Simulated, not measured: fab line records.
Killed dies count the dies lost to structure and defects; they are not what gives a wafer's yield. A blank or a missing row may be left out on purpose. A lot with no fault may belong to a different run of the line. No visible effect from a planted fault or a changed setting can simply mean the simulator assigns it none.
Problem report in the 8D (eight disciplines) form, filled by code -- flow gf180mcu -- the parts of the form that need people (team, actions taken, sign-off) are left out

== 1. PROBLEM STATEMENT ==
oes_product_au at GF_MIM_METAL_ETCH_19 reads a mean of 0.904 a.u. on 1 wafer of 1 lot; wafers without a fault read 0.943 a.u. with a standard deviation of 0.0068. That puts it -5.7 standard deviations away from the usual mean.
The step: etches the open film in Cl2/BCl3, stops on Si3N4, target depth 324.5 nm, time 54.1 s.
Seen first at day 28 04:34 on rie_metal-03, wafer L884.6. The record has a number at this step for 33 wafers belonging to 11 lots. Rule for "out", or "out of limits": more than 4 standard deviations from the usual mean. The other wafers with a number count as sound.

== 2. WHAT IT IS AND WHAT IT IS NOT ==
question,is,is not
which readings at this step,oes_product_au,"drypump_motor_current_A, rf_fwd_power_W"
which lots,L884,"L876, L889, L890, L892, L893, L894, L895, L896, L897, L898"
which wafers of those lots,L884.6,"L884.4, L884.5"
read on which tools,rie_metal-03,"rie_metal-01, rie_metal-02"
when,from day 28 04:34,"up to then (5 sound wafers); but 27 sound wafers of L889, L890, L892, L893, L894, L895, L896, L897, L898 came after"

== 3. THE SUSPECTS, EACH WITH WHAT RULES IT OUT ==
Counting: a tool at a process step up to the reading stays a suspect if it ran every lot that is out. Sound lots after the first of them don't rule it out here, since some wafers of a struck lot are sound.
- pvd_sputter-04 at GF_V3_SPUTTER_22 (material TiN, target thk 10 nm, time 40 s): kept. It ran the lot that is out, L884 (day 25 11:32).
- pvd_sputter-03 at GF_MIM_SPUTTER_01 (material TiN, target thk 30 nm, time 25 s): kept. L884, the lot that is out, went through it at day 27 08:42; up to then, the latest sound lot through it was L876 at day 24 15:52.
- pvd_sputter-04 at GF_MIM_SPUTTER_09 (material TiN, target thk 35 nm, time 29.2 s): kept. L884, the lot that is out, went through it at day 27 08:59; up to then, the latest sound lot through it was L876 at day 24 16:08.
- rie_metal-03 at GF_MIM_METAL_ETCH_19 (etches the open film in Cl2/BCl3, stops on Si3N4, target depth 324.5 nm, time 54.1 s): kept. It ran the lot that is out, L884 (day 28 04:34). On those wafers its own readings are out: oes_product_au.
Left after counting: pvd_sputter-04 at GF_V3_SPUTTER_22, pvd_sputter-03 at GF_MIM_SPUTTER_01, pvd_sputter-04 at GF_MIM_SPUTTER_09, rie_metal-03 at GF_MIM_METAL_ETCH_19.

== 4. THE CAUSE (what the simulator had put in) ==
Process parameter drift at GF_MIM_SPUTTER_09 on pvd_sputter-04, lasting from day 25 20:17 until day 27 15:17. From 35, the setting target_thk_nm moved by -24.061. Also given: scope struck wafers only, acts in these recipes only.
This tool is one of the 4 suspects left after counting.

== 5. SEQUENCE OF EFFECTS, ordered by route ==
Rows list readings where the struck wafers' mean (over those with a number) sits beyond 3 standard deviations from the usual. Readings are gone through only where the record gives a usual standard deviation; hours: the median, over the lots, of the time from a lot's start at the first step in this table giving one to that lot's start at this step; sigmas: the change measured in usual standard deviations.
hours,step,reading,usual,on struck wafers,change,sigmas
0,GF_MIM_THK_MEAS_11,MIM_ALCU_THK,204 nm,216,+12,+4.0
19,GF_MIM_METAL_ETCH_19,oes_product_au,0.943 a.u.,0.904,-0.039,-5.7
19,GF_MIM_METAL_ETCH_19,throttle_valve_pct,28.281 %,28.321,+0.040,+3.6
It contains these process steps:
- GF_MIM_METAL_ETCH_19: etches the open film in Cl2/BCl3, stops on Si3N4, target depth 324.5 nm, time 54.1 s.

== 6. HOW IT WOULD HAVE BEEN CAUGHT EARLIER ==
In this record the first reading out of limits was taken at day 28 04:34, 56 hours after the fault began at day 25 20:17.
An alarm limit of 4 standard deviations would not have fired on the tool readings at GF_MIM_SPUTTER_09 for which the record gives a usual standard deviation, since none of them was out on any struck wafer.
Lots out: 1; all had begun GF_MIM_SPUTTER_09 on pvd_sputter-04 by day 28 04:34. Tool hold at that time: it would have spared none of them.
